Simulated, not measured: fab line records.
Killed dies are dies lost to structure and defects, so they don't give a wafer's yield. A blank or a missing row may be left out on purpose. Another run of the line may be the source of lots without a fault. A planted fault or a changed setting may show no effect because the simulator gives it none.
A lot that was struck, set against a sound lot	flow sky130	31 steps out of a route of 708
Sound: wafers L693.3, L693.5, L693.6. Struck: wafers L703.1, L703.4. (L703.6 of the same lot was not struck and is left out.) The cause comes at the end.
Each step with rows lists, per side, the tool, then ch with its chambers, then its first start. Under that, the readings that differ: sound wafers	struck wafers	difference of the means	sigmas: that difference in standard deviations of wafers without a fault.
alike: words and numbers the same on both sides, and readings whose means are apart by under 2 such deviations; not compared: readings that were withheld, readings missing a value for some wafer, numbers with overlapping values and no deviation given by the record, and bounds like >300 which may hide the same value.
The two part at a step that has a row with sigmas, a row that says differs or no value, or rows on one side only. Numbers that don't overlap but have no deviation are shown without sigmas and don't part them. A reading that every wafer of one side lacks parts them only if that side has two wafers or more.

first, 4 steps without rows for these wafers: SKY_LOCAL_INTERCONNECT_SOFTBAKE_07 (time 90 s); SKY_LOCAL_INTERCONNECT_EXPOSE_08 (exposes mask LI1M, target cd 170 nm); SKY_LOCAL_INTERCONNECT_PEB_09; SKY_LOCAL_INTERCONNECT_DEVELOP_10 (develop time 60 s).
SKY_LOCAL_INTERCONNECT_CD_MEAS_11: target cd 170 nm.
  struck on cd-sem-02, day 34 14:28; sound on cd-sem-02, day 31 08:03
  alike: cd-nm
SKY_LOCAL_INTERCONNECT_OVL_MEAS_12:
  struck on overlay-02, day 34 14:35; sound on overlay-02, day 31 08:09
  alike: LOCAL_INTERCONNECT_OVL
SKY_LOCAL_INTERCONNECT_ETCH_13: etches BARC in N2/H2, stops on SiO2, time 45.9 s, target depth 60 nm.
  sound on rie-metal-04 ch 0,1, day 31 08:11; struck on rie-metal-01 ch 1, day 34 14:37
  alike: drypump-motor-current-A, oes-product-au, throttle-valve-pct
  not compared: rf-hours-counter-h
SKY_LOCAL_INTERCONNECT_METAL_ETCH_14: etches TiN in Cl2/BCl3, stops on PSG, target depth 110 nm, time 31.4 s.
  sound on rie-metal-04 ch 0,1, day 31 08:15; struck on rie-metal-01 ch 1, day 34 14:45
  alike: drypump-motor-current-A, oes-product-au, throttle-valve-pct
  not compared: rf-hours-counter-h
then, 4 steps without rows for these wafers: SKY_LOCAL_INTERCONNECT_STRIP_15 (strips in O2/N2); SKY_LOCAL_INTERCONNECT_STRIP_16 (strips in post etch residue remover, time 1200 s); SKY_LOCAL_INTERCONNECT_CLEAN_17 (cleans in IPA, time 180 s); SKY_LOCAL_INTERCONNECT_CLEAN_18 (cleans in O3/DIW).
SKY_CONTACT_CVD_00: deposits Si3N4, target thk 75 nm.
  sound on pecvd-01 ch 0,1,2, day 31 08:53; struck on pecvd-03 ch 0, day 34 15:29
reading	sound	struck	difference	sigmas
model.Si3N4_of_CONTACT_CVD_00.thk-nm (nm)	73.98 74.82 73.91	90.37 91.24	+16.57	
  alike: heater-power-w, susceptor-temp-C
SKY_CONTACT_THK_MEAS_01:
  struck on film-metro-04, day 34 15:44; sound on film-metro-01, day 31 08:56
reading	sound	struck	difference	sigmas
CONTACT_CVD_00_THK (nm)	73.9 74.9 73.9	90.4 91.3	+16.6	+18
  not compared: hold
SKY_CONTACT_THK_MEAS_03:
  struck on film-metro-01, day 34 17:37; sound on film-metro-02, day 31 09:04
  alike: CONTACT_HDPCVD_THK
SKY_CONTACT_CMP_04: polishes SiO2.
  sound on cmp-01 ch 1,2,3, day 31 09:12; struck on cmp-01 ch 0,3, day 34 17:43
  alike: motor-current-A
SKY_CONTACT_BOW_MEAS_05:
  struck on film-metro-02, day 34 17:58; sound on film-metro-04, day 31 09:26
reading	sound	struck	difference	sigmas
CONTACT_BOW (um)	66 85 77	94 102	+22	+3
then, 8 steps without rows for these wafers: SKY_CONTACT_DEHYDRATE_06 (time 60 s); SKY_CONTACT_HMDS_07 (prime time 60 s); SKY_CONTACT_COAT_08 (resist thk 60 nm); SKY_CONTACT_COAT_09 (resist thk 450 nm); SKY_CONTACT_SOFTBAKE_10 (time 90 s); SKY_CONTACT_EXPOSE_11 (exposes mask CTM1, target cd 170 nm); SKY_CONTACT_PEB_12; SKY_CONTACT_DEVELOP_13 (develop time 60 s).
SKY_CONTACT_CD_MEAS_14: target cd 170 nm.
  struck on cd-sem-01, day 35 18:25; sound on cd-sem-01, day 32 12:24
  alike: cd-nm
SKY_CONTACT_OVL_MEAS_15:
  struck on overlay-02, day 35 18:32; sound on overlay-02, day 32 12:29
  alike: CONTACT_OVL
SKY_CONTACT_ETCH_16: etches BARC in N2/H2, stops on SiO2, time 45.9 s, target depth 60 nm.
  sound on rie-diel-01 ch 0,1,3, day 32 12:31; struck on rie-diel-01 ch 2, day 35 18:34
  alike: drypump-motor-current-A, oes-product-au, throttle-valve-pct
  not compared: rf-hours-counter-h
then, 1 step without rows for these wafers: SKY_CONTACT_ETCH_17 (etches SiO2 in C4F8/O2/Ar, stops on Si3N4, target depth 340 nm).
SKY_CONTACT_ETCH_18: etches Si3N4 in CHF3/O2, stops on TiN, time 39 s, target depth 75 nm.
  sound: rie-diel-01 ch 0,1,3; struck: rie-diel-01 ch 2
reading	sound	struck	difference	sigmas
oes-product-au (a.u.)	0.854 0.854 0.848	0.961 0.954	+0.106	+15
throttle-valve-pct (%)	8.791 8.777 8.804	8.819 8.823	+0.030	+3
model.etch.depth-nm (nm)	73.98 74.82 73.91	90.37 91.24	+16.57	
  alike: drypump-motor-current-A
  not compared: rf-hours-counter-h
SKY_CONTACT_STRIP_19: strips in O2/N2.
  sound on plasma-asher-02 ch 0,1, day 32 12:41; struck on plasma-asher-03 ch 0,1, day 35 18:42
  alike: drypump-motor-current-A, oes-product-au, strip-time-to-endpoint-s
  not compared: rf-hours-counter-h

## WHERE THEY PART
Earliest at SKY_CONTACT_THK_MEAS_01; latest, in this record, at SKY_CONTACT_ETCH_18. Later steps at which nothing parts them and some readings are alike: SKY_CONTACT_STRIP_19.

WHY: the cause the simulator had injected
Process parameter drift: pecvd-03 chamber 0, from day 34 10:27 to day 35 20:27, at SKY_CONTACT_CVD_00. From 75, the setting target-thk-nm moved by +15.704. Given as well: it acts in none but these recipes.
